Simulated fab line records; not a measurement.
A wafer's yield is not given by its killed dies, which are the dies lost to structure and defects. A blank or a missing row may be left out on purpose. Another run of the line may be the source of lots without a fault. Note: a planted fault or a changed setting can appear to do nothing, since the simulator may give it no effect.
Chamber matching    flow sky130    4 sister chambers for SKY_VIA4_CMP_21 on cmp-02
The step polishes, stops on SiO2, t overpolish 25 s, target thk 0 nm. 8 wafers are shown with their chamber, then 10 later ones without.

== WAFERS PAIRED WITH THEIR CHAMBERS ==
wafer   chamber  motor-current-A (A)  time-to-endpoint-s (s)
L538.1  3        12.5                 126
L540.1  3        11.8                 123
L540.6  0        10.3                 119
L541.3  2        11.3                 123
L541.5  0        10.3                 127
L541.6  1        11.3                 127
L545.3  1        11.2                 126
L545.4  2        11.7                 120

== WAFERS WHOSE CHAMBER IS MISSING ==
wafer   motor-current-A (A)  time-to-endpoint-s (s)
L545.6  11.2                 123
L544.1  10.4                 118
L544.2  12.2                 117
L544.3  11.1                 126
L552.1  10.9                 125
L552.2  12.3                 127
L552.4  11.6                 124
L553.2  12.1                 121
L553.3  11.6                 124
L553.4  10.4                 118

== EACH ONE'S CHAMBER ==
wafer   from the rows above           in truth
L545.6  can't be placed: 1 or 2       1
L544.1  0                             0
L544.2  can't be placed: 3 or 2       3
L544.3  can't be placed: 1 or 2       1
L552.1  can't be placed: 1 or 0 or 2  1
L552.2  3                             3
L552.4  can't be placed: 2 or 1 or 3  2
L553.2  can't be placed: 3 or 2       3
L553.3  can't be placed: 2 or 1 or 3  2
L553.4  0                             0
3 of 10 placed correctly. Not placeable from these rows: 7 (in 7, the candidates include the true chamber). Number placed wrongly: 0.
How it was worked out, from the rows above alone: a wafer's distance from a chamber is the root of the sum, over the readings, of the square of ((its reading less the chamber's mean) divided by the reading's scatter). If the next closest chamber is less than 2 further off than the closest, the wafer can't be placed; otherwise it belongs to the closest. For every chamber, the mean is computed from those of its wafers that are shown. The scatter is the square root of a quotient: the sum, over the shown wafers, of each reading's squared deviation from its chamber's mean, divided by wafers minus chambers.
